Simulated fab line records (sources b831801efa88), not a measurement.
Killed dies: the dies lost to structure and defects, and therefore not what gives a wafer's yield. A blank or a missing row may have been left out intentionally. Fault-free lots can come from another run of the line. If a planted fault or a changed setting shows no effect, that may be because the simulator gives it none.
Which tool is to blame? ; flow sky130 ; 27 wafers from 9 lots sampled at 4 of the route's 708 steps

## WHAT THE GAUGES READ, wafer by wafer
SKY_CAPM_RS_MEAS_03: uses a four-point probe to measure.
lot;measured;on;CAPM_TIN_RS (ohm/sq)
L951;day 37 20:07;filmMetro-04;6.89 6.91 6.90
L953;day 38 15:47;filmMetro-02;6.94 6.94 6.92
L954;day 38 23:11;filmMetro-04;7.91 8.00 7.92
L955;day 39 00:56;filmMetro-04;8.12 8.22 8.06
L956;day 39 04:55;filmMetro-02;7.83 8.08 7.96
L961;day 41 00:06;filmMetro-04;6.84 6.95 6.96
L966;day 42 10:16;filmMetro-04;6.91 6.96 6.93
L969;day 42 23:15;filmMetro-03;6.97 7.04 7.13
L970;day 43 08:18;filmMetro-02;6.93 6.99 7.02

## TOOL THAT RAN EACH LOT (tool first, then ch and the chambers of the sampled wafers, then the start)
lot;SKY_METAL2_DESCUM_17;SKY_METAL3_SPUTTER_04;SKY_CAPM_SPUTTER_02
L951;rieMetal-01 ch 0,1, day 36 14:22;pvdSputter-01, day 37 19:50;pvdSputter-03, day 37 19:58
L953;rieMetal-01 ch 0,1, day 37 10:10;pvdSputter-03, day 38 15:33;pvdSputter-04, day 38 15:41
L954;rieMetal-01 ch 0,1, day 37 17:55;pvdSputter-04, day 38 22:54;pvdSputter-03, day 38 23:02
L955;rieMetal-03 ch 0,1, day 37 19:46;pvdSputter-01, day 39 00:42;pvdSputter-03, day 39 00:50
L956;rieMetal-01 ch 0,1, day 37 23:55;pvdSputter-01, day 39 04:41;pvdSputter-03, day 39 04:49
L961;rieMetal-04 ch 0,1, day 39 19:50;pvdSputter-04, day 40 23:50;pvdSputter-04, day 40 23:59
L966;rieMetal-01 ch 0,1, day 41 06:55;pvdSputter-03, day 42 09:59;pvdSputter-03, day 42 10:07
L969;rieMetal-04 ch 0,1, day 41 21:50;pvdSputter-01, day 42 22:59;pvdSputter-03, day 42 23:07
L970;rieMetal-01 ch 0,1, day 42 05:22;pvdSputter-04, day 43 08:02;pvdSputter-03, day 43 08:10
- SKY_METAL2_DESCUM_17: chemistry O2, time 8 s.
- SKY_METAL3_SPUTTER_04: material TiN, target thk 70 nm, time 58.3 s.
- SKY_CAPM_SPUTTER_02: material TiN, target thk 200 nm, time 166.7 s.

## THE ANSWER, worked out from the rows above alone
Rule: usual is defined by the lots themselves. Put in order of their means at a reading, lots are off if they are a third of the lots or fewer, leave a main group of 4 or more, and stand apart from it by a gap of 3 or more times the standard deviation of the main group's means; of several such gaps the widest counts. Not used: any main group whose means are identical at the precision the tables above print for the reading. Also off: a lot with no number at a reading for which 4 or more lots have one. Any other lot the step has rows for is counted as sound.
Off: L954, L955, L956, seen at SKY_CAPM_RS_MEAS_03 (CAPM_TIN_RS). The main group has a mean of 6.95 ohm/sq with a standard deviation of 0.049.
A tool fits if, at a process step before that reading, it ran every lot that is off, and no sound lot after the first of them. Gauges at SKY_CAPM_RS_MEAS_03: tried the same way as those tools. None of those tried fits.

## WHAT WAS PUT IN BY THE SIMULATOR
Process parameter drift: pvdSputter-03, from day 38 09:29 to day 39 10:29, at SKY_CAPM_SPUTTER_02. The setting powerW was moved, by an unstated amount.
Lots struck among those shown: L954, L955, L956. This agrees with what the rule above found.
